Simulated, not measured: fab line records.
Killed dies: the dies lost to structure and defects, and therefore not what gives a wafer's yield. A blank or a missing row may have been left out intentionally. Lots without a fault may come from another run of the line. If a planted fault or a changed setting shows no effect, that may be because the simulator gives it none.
Chamber matching + flow sky130 + cmp-01 running SKY_CONTACT_CMP_27: 4 sister chambers
The step polishes, stops on SiO2, t overpolish 15 s, target thk 0 nm. 8 wafers are shown with their chamber, then 9 later ones without.

WAFERS WITH THEIR CHAMBER
| wafer  | chamber | overpolish-run-s (s) | motor-current-A (A) |
|--------|---------|----------------------|---------------------|
| L084.1 | 2       | 15.005               | 11.5                |
| L084.5 | 0       | 14.977               | 10.3                |
| L085.2 | 3       | 14.994               | 11.3                |
| L085.4 | 2       | 14.996               | 11.1                |
| L085.5 | 1       | 15.016               | 11.4                |
| L087.2 | 3       | 15.010               | 10.9                |
| L087.3 | 0       | 14.995               | 10.9                |
| L087.6 | 1       | 15.005               | 10.4                |

WAFERS MISSING THEIR CHAMBER
| wafer  | overpolish-run-s (s) | motor-current-A (A) |
|--------|----------------------|---------------------|
| L086.2 | 15.005               | 10.7                |
| L086.3 | 15.000               | 11.1                |
| L086.6 | 15.021               | 11.5                |
| L091.3 | 14.998               | 11.3                |
| L091.5 | 15.006               | 11.7                |
| L091.6 | 15.011               | 11.0                |
| L093.1 | 14.981               | 11.2                |
| L093.2 | 14.998               | 10.8                |
| L093.4 | 14.997               | 10.6                |

WHICH CHAMBER EACH ONE RAN IN
| wafer  | from the rows above               | in truth |
|--------|-----------------------------------|----------|
| L086.2 | can't be placed: 1 or 3 or 2 or 0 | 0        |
| L086.3 | can't be placed: 3 or 2 or 1 or 0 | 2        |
| L086.6 | can't be placed: 1 or 3 or 2      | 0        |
| L091.3 | can't be placed: 2 or 3 or 1 or 0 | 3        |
| L091.5 | can't be placed: 2 or 3 or 1      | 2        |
| L091.6 | can't be placed: 1 or 3 or 2      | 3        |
| L093.1 | can't be placed: 0 or 2 or 3 or 1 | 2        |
| L093.2 | can't be placed: 3 or 2 or 1 or 0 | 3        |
| L093.4 | can't be placed: 0 or 3 or 1 or 2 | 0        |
Correctly placed: 0 of 9. Not placeable from these rows: 9 (in 8, the candidates include the true chamber). Wrongly placed: 0.
How it was worked out, from the rows above alone: a wafer's distance from a chamber is the root of the sum, over the readings, of the square of ((its reading less the chamber's mean) divided by the reading's scatter). The wafer belongs to the nearest chamber; if the next one is less than 2 further off, it can't be placed. For every chamber, the mean is computed from those of its wafers that are shown. The scatter: the root of (the sum of the squares of (reading less its chamber's mean) over the shown wafers, divided by (wafers less chambers)).
